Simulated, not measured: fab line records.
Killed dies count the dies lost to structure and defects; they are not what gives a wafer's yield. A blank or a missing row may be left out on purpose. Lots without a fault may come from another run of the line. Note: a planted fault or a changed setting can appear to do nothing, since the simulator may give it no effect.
2 desks, one fault :: flow gf180mcu :: numbers are kept per desk, each desk with only its own; the story behind them comes last

METROLOGY DESK
Lot by lot, what the gauges showed, no matter which tool ran the lot: averages of those sampled wafers that carry a number. The brackets show how far a lot's mean lies from the usual mean; more than 4 standard deviations puts the lot out of limits, marked OUT.
Columns: A = cd-nm at GF_STI_CD_MEAS_12, usual 220.1 nm
lot: L113
first seen here: day 2 02:17
A: 220.2

lot: L115
first seen here: day 2 11:07
A: 219.8

lot: L116
first seen here: day 2 16:55
A: 218.2

lot: L117
first seen here: day 2 22:20
A: 220.9

lot: L118
first seen here: day 3 03:49
A: 219.4

lot: L119
first seen here: day 3 08:28
A: 218.7

lot: L120
first seen here: day 3 13:17
A: 219.3

lot: L121
first seen here: day 3 18:44
A: 220.8

lot: L127
first seen here: day 5 01:07
A: 221.0

lot: L129
first seen here: day 5 11:49
A: 220.0

lot: L130
first seen here: day 5 17:27
A: 222.4

lot: L131
first seen here: day 5 22:10
A: 218.9

lot: L133
first seen here: day 6 08:07
A: 220.5
Result from this desk: across the 13 lots, nothing is out of limits.

FOR THE TOOL OWNER'S DESK: plasma-asher-02
The tool's own readings at GF_MVSD_STRIP_10 (strips in O2/N2): means of the sampled wafers that have a number, for each lot that ran on this tool. The brackets show how far a lot's mean lies from the usual mean; more than 4 standard deviations puts the lot out of limits, marked OUT.
Columns: A = drypump-motor-current-A at GF_MVSD_STRIP_10, usual 5.7 A; B = heater-power-w at GF_MVSD_STRIP_10, usual 323 W; C = o2-flow-sccm at GF_MVSD_STRIP_10, usual 3000 sccm; D = oes-product-au at GF_MVSD_STRIP_10, usual 0.723 a.u.; E = strip-time-to-endpoint-s at GF_MVSD_STRIP_10, usual 36.98 s
lot: L115
first seen here: day 5 00:08
A: 5.5
B: 328
C: 2998
D: 0.718
E: 37.02

lot: L117
first seen here: day 5 08:02
A: 5.3
B: 309
C: 2997
D: 0.720
E: 36.76

lot: L120
first seen here: day 6 02:47
A: 5.3
B: 309
C: 2998
D: 0.717
E: 36.96

lot: L127
first seen here: day 7 19:02
A: 5.6
B: 319
C: 3199 (+21) OUT
D: 0.721
E: 36.81

lot: L129
first seen here: day 8 08:20
A: 5.6
B: 314
C: 3192 (+20) OUT
D: 0.725
E: 37.02

lot: L130
first seen here: day 8 13:47
A: 5.3
B: 310
C: 3404 (+42) OUT
D: 0.727
E: 36.68
Finding of this desk: L127, L129, L130 out of limits; the first was L127 at day 7 19:02, on o2-flow-sccm at GF_MVSD_STRIP_10. In limits: L115, L117, L120.

PUT TOGETHER
The tool owner's desk could have raised an alarm at day 7 19:02, on L127, L129, L130.
At the metrology desk, nothing out of limits was observed.
The metrology desk holds a record of L127, L129, L130, inside its limits.
GF_MVSD_STRIP_10 was run on plasma-asher-02 by each of the lots named.

WHAT HAD BEEN PUT IN BY THE SIMULATOR
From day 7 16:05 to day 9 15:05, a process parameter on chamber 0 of plasma-asher-02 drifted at GF_MVSD_STRIP_10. From 3000, the setting o2-flow-sccm moved by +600. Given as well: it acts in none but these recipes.
Struck lots among those shown: L127, L129, L130.
Delay in hours, fault start to first out-of-limits reading, by desk: the tool owner's desk at 3.
